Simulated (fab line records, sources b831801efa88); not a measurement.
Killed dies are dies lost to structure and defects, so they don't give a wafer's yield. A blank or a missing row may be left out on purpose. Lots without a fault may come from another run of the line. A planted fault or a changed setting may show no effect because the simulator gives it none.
Chamber matching | flow sfq_line | SFQ_TRILAYER_I6_CMP_CMP_166 on cmp-02: 4 sister chambers
The step polishes SiO2. 8 wafers are shown with their chamber, then 9 later ones without.

WAFERS WITH THEIR CHAMBER
wafer  | chamber | motor_current_A (A) | time_to_endpoint_s (s)
L433.1 | 2       | 9.5                 | 216
L434.6 | 3       | 10.9                | 202
L435.1 | 0       | 9.6                 | 206
L435.3 | 2       | 9.7                 | 213
L435.6 | 1       | 9.8                 | 207
L437.3 | 1       | 9.3                 | 212
L437.5 | 3       | 10.7                | 213
L437.6 | 0       | 9.6                 | 227

WAFERS WITHOUT THEIR CHAMBER
wafer  | motor_current_A (A) | time_to_endpoint_s (s)
L438.3 | 9.6                 | 209
L438.2 | 9.6                 | 211
L438.4 | 11.6                | 205
L443.2 | 10.8                | 199
L443.4 | 9.3                 | 210
L443.6 | 9.9                 | 209
L449.2 | 10.6                | 206
L449.4 | 9.8                 | 225
L449.6 | 11.7                | 208

WHICH CHAMBER EACH WENT THROUGH
wafer  | from the rows above          | in truth
L438.3 | can't be placed: 1 or 2 or 0 | 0
L438.2 | can't be placed: 1 or 2 or 0 | 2
L438.4 | 3                            | 3
L443.2 | 3                            | 3
L443.4 | can't be placed: 1 or 2 or 0 | 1
L443.6 | can't be placed: 2 or 0 or 1 | 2
L449.2 | 3                            | 3
L449.4 | can't be placed: 0 or 2 or 1 | 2
L449.6 | 3                            | 3
Placed correctly: 4 of 9. Can't be placed from these rows: 5 (the true chamber is among the candidates in 5). Placed wrongly: 0.
How it was worked out, from the rows above alone: a wafer's distance from a chamber is the root of the sum, over the readings, of the square of ((its reading less the chamber's mean) divided by the reading's scatter). The wafer belongs to the nearest chamber; if the next one is less than 2 further off, it can't be placed. A chamber's mean is the mean of its shown wafers. The scatter: the root of (the sum of the squares of (reading less its chamber's mean) over the shown wafers, divided by (wafers less chambers)).
